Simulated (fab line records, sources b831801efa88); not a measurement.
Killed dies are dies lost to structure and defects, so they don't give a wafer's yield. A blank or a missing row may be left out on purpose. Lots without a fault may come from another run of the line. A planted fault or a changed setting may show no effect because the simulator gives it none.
Problem report in the 8D (eight disciplines) form, filled by code | flow sky130 | the parts of the form that need people (team, actions taken, sign-off) are left out

1. THE PROBLEM
time_to_endpoint_s at SKY_FIELD_ISO_CMP_27 reads a mean of 66 s on 2 wafers of 2 lots; wafers without a fault read 113 s with a standard deviation of 3.6. That is -13 standard deviations from the usual mean.
The step: polishes, stops on Si3N4, t overpolish 16 s, target thk 457.8 nm.
First seen on wafer L231.2, day 4 12:08, on cmp-02. The record holds 18 wafers of 6 lots with a number at this step. Rule for "out", or "out of limits": more than 4 standard deviations from the usual mean. The other wafers with a number count as sound.

2. WHAT IT IS AND WHAT IT IS NOT
question                    | is                 | is not
which readings at this step | time_to_endpoint_s | motor_current_A, overpolish_run_s, slurry_filter_dp_kPa
which lots                  | L231, L232         | L230, L240, L243, L244
which wafers of those lots  | L231.2, L232.1     | L231.3, L231.4, L232.4, L232.5
read on which tools         | cmp-02             | cmp-01
when                        | from day 4 12:08   | up to then (5 sound wafers); but 11 sound wafers of L232, L240, L243, L244 came after

3. SUSPECTS, AND WHAT RULES EACH OUT
Counting: a tool at a process step up to the reading stays a suspect if it ran every lot that is out. Sound lots after the first of them don't rule it out here, since some wafers of a struck lot are sound.
- plasma_asher-01 at SKY_FIELD_ISO_STRIP_16 (strips in O2/N2): kept. It ran every lot that is out, first L231 (day 4 08:29); its last sound lot up to then is L230 (day 4 04:35).
- cmp-02 at SKY_FIELD_ISO_CMP_27 (polishes, stops on Si3N4, t overpolish 16 s, target thk 457.8 nm): kept. It ran every lot that is out, first L231 (day 4 12:08). Its own readings are out on those wafers: time_to_endpoint_s.
- Within cmp-02 at SKY_FIELD_ISO_CMP_27: the wafers that are out ran in chamber 0; their sound lot-mates ran in chambers 1, 2, 3.
Left after counting: plasma_asher-01 at SKY_FIELD_ISO_STRIP_16, cmp-02 at SKY_FIELD_ISO_CMP_27.

4. THE CAUSE (what the simulator had put in)
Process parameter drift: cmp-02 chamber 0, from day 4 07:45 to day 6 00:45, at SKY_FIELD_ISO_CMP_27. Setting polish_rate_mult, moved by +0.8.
Counting left 2 suspects, and this tool is among them.

5. THE CHAIN OF EFFECTS, in route order
Each row: a reading whose mean over the struck wafers that have a number lies more than 3 standard deviations from the usual. Only readings for which the record gives a usual standard deviation are gone through. hours: the time from each lot's start at the first step in this table that gives one to its start at this step, as a median over the lots. sigmas: the change in usual standard deviations.
hours | step                 | reading            | usual | on struck wafers | change | sigmas
0     | SKY_FIELD_ISO_CMP_27 | time_to_endpoint_s | 113 s | 66               | -47    | -13
The process steps in it:
- SKY_FIELD_ISO_CMP_27: polishes, stops on Si3N4, t overpolish 16 s, target thk 457.8 nm.

6. WHAT WOULD HAVE CAUGHT IT SOONER
In this record the first reading out of limits was taken at day 4 12:08, 4 hours after the fault began at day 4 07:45.
